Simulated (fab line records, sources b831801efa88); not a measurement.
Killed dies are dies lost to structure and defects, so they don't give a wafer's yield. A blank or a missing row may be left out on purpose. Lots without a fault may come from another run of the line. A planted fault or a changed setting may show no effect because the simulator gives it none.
Which tool did it? | flow sky130 | 15 lots, 45 wafers sampled, at 6 steps of a route of 708

WHAT THE GAUGES READ, wafer by wafer
SKY_NWELL_TW_MEAS_26.
lot  | measured     | on            | NWELL_2_TW
L511 | day 5 09:09  | film_metro-01 | 498 498 497
L512 | day 5 14:22  | film_metro-02 | 489 488 487
L513 | day 5 22:18  | film_metro-01 | 496 499 498
L514 | day 6 04:25  | film_metro-01 | 493 495 494
L515 | day 6 08:17  | film_metro-03 | 494 495 496
L516 | day 6 11:16  | film_metro-01 | 497 492 497
L517 | day 6 21:43  | film_metro-01 | 495 495 497
L518 | day 7 04:32  | film_metro-02 | 486 490 488
L523 | day 8 06:21  | film_metro-02 | 535 484 534
L524 | day 8 13:34  | film_metro-01 | 497 495 548
L527 | day 9 10:07  | film_metro-02 | 491 490 537
L529 | day 9 16:56  | film_metro-02 | 486 488 488
L531 | day 10 11:55 | film_metro-01 | 496 499 495
L532 | day 10 19:19 | film_metro-02 | 488 486 490
L533 | day 11 02:33 | film_metro-02 | 485 486 485

SKY_VT_ADJUST_NCORE_CD_MEAS_07: target cd 380 nm.
lot  | measured     | on        | cd_nm (nm)
L511 | day 8 14:34  | cd_sem-01 | 378.9 376.4 376.4
L512 | day 8 22:37  | cd_sem-01 | 386.4 384.6 386.2
L513 | day 9 06:37  | cd_sem-02 | 383.8 383.5 385.8
L514 | day 9 13:26  | cd_sem-02 | 377.9 382.0 380.6
L515 | day 9 20:32  | cd_sem-01 | 384.1 384.4 382.3
L516 | day 9 23:45  | cd_sem-02 | 384.9 384.4 385.6
L517 | day 10 10:29 | cd_sem-01 | 377.9 378.5 381.3
L518 | day 10 16:56 | cd_sem-01 | 379.3 379.3 379.6
L523 | day 12 00:07 | cd_sem-01 | 377.2 378.6 378.4
L524 | day 12 08:08 | cd_sem-01 | 383.3 383.4 382.4
L527 | day 13 12:43 | cd_sem-02 | 382.5 380.5 383.8
L529 | day 13 16:13 | cd_sem-02 | 376.4 376.7 380.3
L531 | day 14 13:59 | cd_sem-02 | 377.1 378.9 378.9
L532 | day 14 22:19 | cd_sem-01 | 381.7 378.7 380.1
L533 | day 15 06:56 | cd_sem-01 | 376.1 377.8 375.6

WHICH TOOL RAN EACH LOT (tool, then ch and the chambers of the sampled wafers, then the start)
lot  | SKY_FIELD_ISO_ETCH_14             | SKY_PWDE_COAT_02                 | SKY_PWDE_STRIP_09                   | SKY_VT_ADJUST_LVTN_STRIP_09
L511 | rie_diel-02 ch 0,1,3, day 2 07:06 | litho_track-04 ch 0, day 3 12:32 | plasma_asher-01 ch 0,1, day 3 20:58 | plasma_asher-01 ch 0,1, day 6 22:51
L512 | rie_diel-02 ch 1,2,3, day 2 11:03 | litho_track-04 ch 0, day 3 18:47 | plasma_asher-02 ch 0,1, day 4 02:58 | plasma_asher-02 ch 0,1, day 7 05:42
L513 | rie_diel-04 ch 0,1, day 2 16:09   | litho_track-04 ch 0, day 4 00:35 | plasma_asher-04 ch 0,1, day 4 09:46 | plasma_asher-03 ch 0,1, day 7 13:56
L514 | rie_diel-02 ch 1,3, day 2 22:09   | litho_track-02 ch 0, day 4 07:35 | plasma_asher-01 ch 0,1, day 4 15:58 | plasma_asher-03 ch 0,1, day 7 19:49
L515 | rie_diel-01 ch 0,2,3, day 3 01:29 | litho_track-02 ch 0, day 4 10:13 | plasma_asher-01 ch 0,1, day 4 18:31 | plasma_asher-02 ch 0,1, day 8 01:03
L516 | rie_diel-01 ch 0,1,2, day 3 06:02 | litho_track-04 ch 0, day 4 14:28 | plasma_asher-04 ch 1, day 4 23:40   | plasma_asher-02 ch 0,1, day 8 03:15
L517 | rie_diel-04 ch 0,1,2, day 3 11:06 | litho_track-02 ch 0, day 4 21:44 | plasma_asher-04 ch 0,1, day 5 08:07 | plasma_asher-01 ch 0,1, day 8 14:38
L518 | rie_diel-01 ch 0,1,2, day 3 19:04 | litho_track-04 ch 0, day 5 04:31 | plasma_asher-01 ch 0,1, day 5 13:49 | plasma_asher-03 ch 0,1, day 8 21:49
L523 | rie_diel-04 ch 0,1,3, day 4 19:24 | litho_track-02 ch 0, day 6 04:41 | plasma_asher-04 ch 0,1, day 6 14:28 | plasma_asher-02 ch 0,1, day 10 01:46
L524 | rie_diel-04 ch 0,2,3, day 4 23:54 | litho_track-02 ch 0, day 6 08:58 | plasma_asher-04 ch 0,1, day 6 19:40 | plasma_asher-02 ch 0,1, day 10 09:19
L527 | rie_diel-01 ch 1,2, day 5 15:53   | litho_track-02 ch 0, day 7 04:43 | plasma_asher-02 ch 0,1, day 7 15:25 | plasma_asher-02 ch 0,1, day 11 11:24
L529 | rie_diel-04 ch 1,3, day 6 01:20   | litho_track-04 ch 0, day 7 12:23 | plasma_asher-01 ch 0, day 7 22:46   | plasma_asher-03 ch 0,1, day 11 15:10
L531 | rie_diel-02 ch 0,1,3, day 6 18:03 | litho_track-04 ch 0, day 8 04:14 | plasma_asher-02 ch 0,1, day 8 15:28 | plasma_asher-03 ch 0,1, day 12 11:48
L532 | rie_diel-02 ch 1,2,3, day 6 22:24 | litho_track-04 ch 0, day 8 11:07 | plasma_asher-04 ch 0,1, day 8 22:08 | plasma_asher-01 ch 0,1, day 12 19:38
L533 | rie_diel-01 ch 0,1,3, day 7 03:08 | litho_track-03 ch 0, day 8 18:43 | plasma_asher-01 ch 0,1, day 9 05:52 | plasma_asher-02 ch 0,1, day 13 02:56
- SKY_FIELD_ISO_ETCH_14: etches BARC in N2/H2, stops on SiO2, time 45.9 s, target depth 60 nm.
- SKY_PWDE_COAT_02: resist thk 3000 nm.
- SKY_PWDE_STRIP_09: strips in O2/N2.
- SKY_VT_ADJUST_LVTN_STRIP_09: strips in O2/N2.

WHAT THE TOOLS THEMSELVES READ (means of the sampled wafers that have a number; where no wafer has one, the mark that the record gives instead)
SKY_FIELD_ISO_ETCH_14.
lot  | tool        | drypump_motor_current_A (A) | h2_flow_sccm (sccm) | oes_product_au (a.u.) | throttle_valve_pct (%)
L511 | rie_diel-02 | 5.8                         | 200.0               | 0.855                 | 13.225
L512 | rie_diel-02 | 5.6                         | 200.1               | 0.857                 | 13.229
L513 | rie_diel-04 | 5.3                         | 200.1               | 0.854                 | 13.228
L514 | rie_diel-02 | 5.6                         | 200.1               | 0.852                 | 13.225
L515 | rie_diel-01 | 5.8                         | 199.8               | 0.852                 | 13.221
L516 | rie_diel-01 | 5.5                         | 199.8               | 0.849                 | 13.228
L517 | rie_diel-04 | 5.7                         | 200.3               | 0.852                 | 13.220
L518 | rie_diel-01 | 5.5                         | 200.1               | 0.860                 | 13.228
L523 | rie_diel-04 | 5.6                         | 199.8               | 0.856                 | 13.228
L524 | rie_diel-04 | 6.0                         | 199.8               | 0.854                 | 13.227
L527 | rie_diel-01 | 5.1                         | 200.1               | 0.857                 | 13.218
L529 | rie_diel-04 | 5.6                         | 200.7               | 0.858                 | 13.229
L531 | rie_diel-02 | 5.8                         | 200.0               | 0.856                 | 13.223
L532 | rie_diel-02 | 5.6                         | 200.0               | 0.853                 | 13.220
L533 | rie_diel-01 | 5.7                         | 199.7               | 0.853                 | 13.223

SKY_PWDE_COAT_02.
lot  | tool           | dispense_pressure_kPa (kPa) | exhaust_pa (Pa)
L511 | litho_track-04 | 51                          | 44.8
L512 | litho_track-04 | 51                          | 44.7
L513 | litho_track-04 | 51                          | 44.3
L514 | litho_track-02 | 44                          | 43.6
L515 | litho_track-02 | 44                          | 45.7
L516 | litho_track-04 | 51                          | 45.3
L517 | litho_track-02 | 44                          | 44.5
L518 | litho_track-04 | 51                          | 45.7
L523 | litho_track-02 | 44                          | 44.1
L524 | litho_track-02 | 44                          | 44.6
L527 | litho_track-02 | 44                          | 45.6
L529 | litho_track-04 | 51                          | 44.9
L531 | litho_track-04 | 51                          | 45.2
L532 | litho_track-04 | 51                          | 44.6
L533 | litho_track-03 | 59                          | 44.1

SKY_PWDE_STRIP_09.
lot  | tool            | drypump_motor_current_A (A) | oes_product_au (a.u.) | strip_time_to_endpoint_s (s)
L511 | plasma_asher-01 | 5.7                         | 0.725                 | 37.18
L512 | plasma_asher-02 | 5.6                         | 0.721                 | 37.09
L513 | plasma_asher-04 | 5.7                         | 0.722                 | 37.00
L514 | plasma_asher-01 | 5.6                         | 0.726                 | 36.89
L515 | plasma_asher-01 | 5.7                         | 0.720                 | 37.01
L516 | plasma_asher-04 | 5.9                         | 0.721                 | 36.91
L517 | plasma_asher-04 | 5.8                         | 0.721                 | 37.11
L518 | plasma_asher-01 | 5.6                         | 0.726                 | 36.93
L523 | plasma_asher-04 | 5.7                         | 0.520                 | 15.23
L524 | plasma_asher-04 | 5.8                         | 0.624                 | 26.24
L527 | plasma_asher-02 | 5.6                         | 0.619                 | 26.16
L529 | plasma_asher-01 | 5.6                         | 0.717                 | 36.96
L531 | plasma_asher-02 | 6.1                         | 0.719                 | 37.12
L532 | plasma_asher-04 | 5.7                         | 0.725                 | 36.91
L533 | plasma_asher-01 | 5.7                         | 0.724                 | 36.90

SKY_VT_ADJUST_LVTN_STRIP_09.
lot  | tool            | drypump_motor_current_A (A) | oes_product_au (a.u.) | strip_time_to_endpoint_s (s)
L511 | plasma_asher-01 | 5.7                         | 0.728                 | 37.07
L512 | plasma_asher-02 | 5.6                         | 0.724                 | 37.22
L513 | plasma_asher-03 | 6.0                         | 0.724                 | 37.09
L514 | plasma_asher-03 | 5.9                         | 0.719                 | 37.06
L515 | plasma_asher-02 | 6.1                         | 0.723                 | 36.94
L516 | plasma_asher-02 | 5.6                         | 0.724                 | 36.97
L517 | plasma_asher-01 | 5.6                         | 0.723                 | 36.98
L518 | plasma_asher-03 | 5.9                         | 0.726                 | 36.97
L523 | plasma_asher-02 | 6.1                         | 0.720                 | 36.99
L524 | plasma_asher-02 | 5.6                         | 0.728                 | 37.06
L527 | plasma_asher-02 | 6.1                         | 0.722                 | 36.88
L529 | plasma_asher-03 | 5.9                         | 0.722                 | 36.67
L531 | plasma_asher-03 | 5.9                         | 0.721                 | 36.99
L532 | plasma_asher-01 | 5.7                         | 0.719                 | 36.96
L533 | plasma_asher-02 | 6.1                         | 0.722                 | 36.88

THE ANSWER, worked out from the rows above alone
Rule: what is usual is taken from the lots themselves. Put in order of their means at a reading, lots are off if they are a third of the lots or fewer, leave a main group of 4 or more, and stand apart from it by a gap of 3 or more times the standard deviation of the main group's means; of several such gaps the widest counts. A main group whose means are all the same, to the digits that the tables above print for the reading, isn't used. A lot without any number at a reading at which 4 lots or more have one is off too. The other lots that the step has rows for count as sound. The gauges are gone through in route order, then the tools' own readings, and for those a lot's mean is taken as printed above. The first step at which some lot is off is used, and at that step the reading that is off furthest; a lot without a number counts as furthest.
Off: L523, L524, L527, at SKY_PWDE_STRIP_09 (strip_time_to_endpoint_s). The main group: mean 37.00 s, standard deviation 0.097.
A tool fits if, at that step or a process step before it, it ran every lot that is off, and no sound lot after the first of them. One fits: litho_track-02 at SKY_PWDE_COAT_02. Its last sound lot is L517 (day 4 21:44), its first lot that is off L523 (day 6 04:41): a fault that began between those two fits.

WHAT THE SIMULATOR HAD PUT IN
Process parameter drift: litho_track-02, from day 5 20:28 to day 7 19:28, at SKY_PWDE_COAT_02. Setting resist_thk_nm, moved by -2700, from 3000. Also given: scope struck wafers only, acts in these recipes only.
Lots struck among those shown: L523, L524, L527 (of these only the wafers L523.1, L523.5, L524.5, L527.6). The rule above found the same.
